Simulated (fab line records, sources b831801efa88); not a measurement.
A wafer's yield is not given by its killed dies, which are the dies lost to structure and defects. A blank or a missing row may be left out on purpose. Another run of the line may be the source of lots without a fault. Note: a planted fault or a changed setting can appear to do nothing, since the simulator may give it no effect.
A struck lot beside a sound one | flow sky130 | 42 steps out of a route of 708
Sound: wafers L498.1, L498.3, L498.4. Wafers L507.1, L507.3, L507.4 were the ones struck. The cause is named last.
At each step with rows: each side's tool, then ch and its chambers, then its first start. Under that, the readings that differ: sound wafers | struck wafers | difference of the means | sigmas: that difference in standard deviations of wafers without a fault.
alike: same words and numbers on both sides, and readings whose means sit less than 2 such deviations apart. not compared: any withheld reading, any reading some wafer has no value for, any bound like >300 that may hide the same value, and any number with overlapping values for which the record gives no deviation.
A row with sigmas, a row that says differs or no value, or rows on one side alone: a step with any of these is where the two part. Non-overlapping numbers with no deviation appear without sigmas and do not part them. Lack of a reading on every wafer of one side parts them only where that side has two or more wafers.

SKY_SD_P_OVL_MEAS_08:
  struck on overlay-02, day 31 06:37; sound on overlay-01, day 27 20:37
  alike: SD_P_OVL
after that, 1 step had no rows for these wafers: SKY_SD_P_IMPLANT_09.
SKY_SD_P_STRIP_10: strips in O2/N2.
  sound on plasmaAsher-02 ch 0,1, day 27 20:47; struck on plasmaAsher-01 ch 0,1, day 31 06:47
  alike: drypumpMotorCurrentA, oesProductAu, stripTimeToEndpointS
  not compared: rfHoursCounterH
SKY_SD_P_TW_MEAS_11:
  struck on filmMetro-01, day 31 06:53; sound on filmMetro-04, day 27 20:53
  alike: SD_P_TW
then, 8 steps without rows for these wafers: SKY_RES_XHIGH_DEHYDRATE_00 (time 60 s); SKY_RES_XHIGH_HMDS_01 (prime time 60 s); SKY_RES_XHIGH_COAT_02 (resist thk 1140 nm); SKY_RES_XHIGH_SOFTBAKE_03 (time 60 s); SKY_RES_XHIGH_EXPOSE_04 (exposes mask URPM, target cd 1270 nm); SKY_RES_XHIGH_PEB_05; SKY_RES_XHIGH_DEVELOP_06 (develop time 60 s); SKY_RES_XHIGH_IMPLANT_07.
SKY_RES_XHIGH_STRIP_08: strips in O2/N2.
  sound on plasmaAsher-04 ch 0,1, day 29 01:08; struck on plasmaAsher-03 ch 0,1, day 32 10:32
  alike: drypumpMotorCurrentA, oesProductAu, stripTimeToEndpointS
  not compared: rfHoursCounterH
SKY_RES_XHIGH_TW_MEAS_09:
  struck on filmMetro-04, day 32 10:38; sound on filmMetro-04, day 29 01:14
  alike: RES_XHIGH_TW
then, 7 steps without rows for these wafers: SKY_SD_N_DEHYDRATE_00 (time 60 s); SKY_SD_N_HMDS_01 (prime time 60 s); SKY_SD_N_COAT_02 (resist thk 1140 nm); SKY_SD_N_SOFTBAKE_03 (time 60 s); SKY_SD_N_EXPOSE_04 (exposes mask NSDM, target cd 380 nm); SKY_SD_N_PEB_05; SKY_SD_N_DEVELOP_06 (develop time 60 s).
SKY_SD_N_CD_MEAS_07 targets a cd of 380 nm.
  struck on cdSem-01, day 33 13:29; sound on cdSem-02, day 30 05:20
  alike: cdNm
SKY_SD_N_OVL_MEAS_08:
  struck on overlay-01, day 33 13:37; sound on overlay-02, day 30 05:28
reading       | sound       | struck      | difference | sigmas
SD_N_OVL (nm) | 3.6 3.9 2.3 | 0.7 0.3 0.5 | -2.8       | -2
then, 2 steps without rows for these wafers: SKY_SD_N_IMPLANT_09; SKY_SD_N_IMPLANT_10.
SKY_SD_N_STRIP_11: strips in O2/N2.
  sound on plasmaAsher-03 ch 0,1, day 30 05:47; struck on plasmaAsher-04 ch 0,1, day 33 13:56
  alike: drypumpMotorCurrentA, oesProductAu, stripTimeToEndpointS
  not compared: rfHoursCounterH
SKY_SD_N_TW_MEAS_12:
  struck on filmMetro-04, day 33 14:02; sound on filmMetro-01, day 30 05:53
  alike: SD_N_TW
then, 1 step without rows for these wafers: SKY_SD_N_CLEAN_13 (cleans in SC1/SC2, time 150 s).
SKY_SD_N_RTA_14: time 2 s.
  sound on rtpAnneal-02 ch 0, day 30 06:01; struck on rtpAnneal-02 ch 0, day 33 14:09
  alike: lampPowerPct, wafer_temp_C_max
SKY_SD_N_RS_MEAS_16: measurement is done with a four-point probe.
  struck on filmMetro-03, day 33 14:20; sound on filmMetro-03, day 30 06:11
  alike: SD_N_RS
SKY_SD_N_RS_MEAS_17: measurement is done with a four-point probe.
  struck on filmMetro-03, day 33 14:27; sound on filmMetro-03, day 30 06:18
  alike: SD_P_RS
SKY_SD_N_RS_MEAS_18: measurement is done with a four-point probe.
  struck on filmMetro-03, day 33 14:34; sound on filmMetro-03, day 30 06:25
  alike: RES_XHIGH_RS
then, 2 steps without rows for these wafers: SKY_SALICIDE_CLEAN_00 (cleans in HF-last, time 30 s); SKY_LI_CONTACT_HDPCVD_00 (deposits PSG, target thk 930 nm, time 155 s).
SKY_LI_CONTACT_THK_MEAS_01:
  struck on filmMetro-01, day 33 14:49; sound on filmMetro-04, day 30 06:40
  alike: LI_CONTACT_HDPCVD_THK
SKY_LI_CONTACT_CMP_02: polishes PSG.
  sound on cmp-02 ch 0,2,3, day 30 06:43; struck on cmp-02 ch 1,2,3, day 33 14:55
  alike: motorCurrentA, timeToEndpointS
SKY_LI_CONTACT_BOW_MEAS_03:
  struck on filmMetro-03, day 33 15:10; sound on filmMetro-03, day 30 07:01
  alike: LI_CONTACT_BOW
then, 4 steps without rows for these wafers: SKY_LI_CONTACT_DEHYDRATE_04 (time 60 s); SKY_LI_CONTACT_HMDS_05 (prime time 60 s); SKY_LI_CONTACT_COAT_06 (resist thk 60 nm); SKY_LI_CONTACT_COAT_07 (resist thk 450 nm).
-- the record jumps here: 16 days lie between the struck wafers' starts before and after (it left off in module LI_CONTACT and takes up again in module PAD_OPEN, whose first step shown is number 708 of the route) --
SKY_PAD_OPEN_PROBE_99:
  struck on prober-01, day 49 23:13; sound on prober-01, day 47 17:17
reading       | sound    | struck                                                                  | difference                   | sigmas
hold          | - - -    | awaitDispo/6.1h/release awaitDispo/6.1h/release awaitDispo/6.1h/release | no value on the sound wafers | 
killedAtOther | 0 0 0    | 54 50 21                                                                | +42                          | +82
killedDies    | 85 70 70 | 122 126 102                                                             | +42                          | +4
  alike: killed_at_M0_to_M3, killed_at_M4_up, killedAtContacts, killedAtFrontEnd, killedOpen, killedShort

WHERE THEY PART
First at SKY_SD_N_OVL_MEAS_08; last, within this record, at SKY_PAD_OPEN_PROBE_99.

WHY: whatever the simulator had introduced
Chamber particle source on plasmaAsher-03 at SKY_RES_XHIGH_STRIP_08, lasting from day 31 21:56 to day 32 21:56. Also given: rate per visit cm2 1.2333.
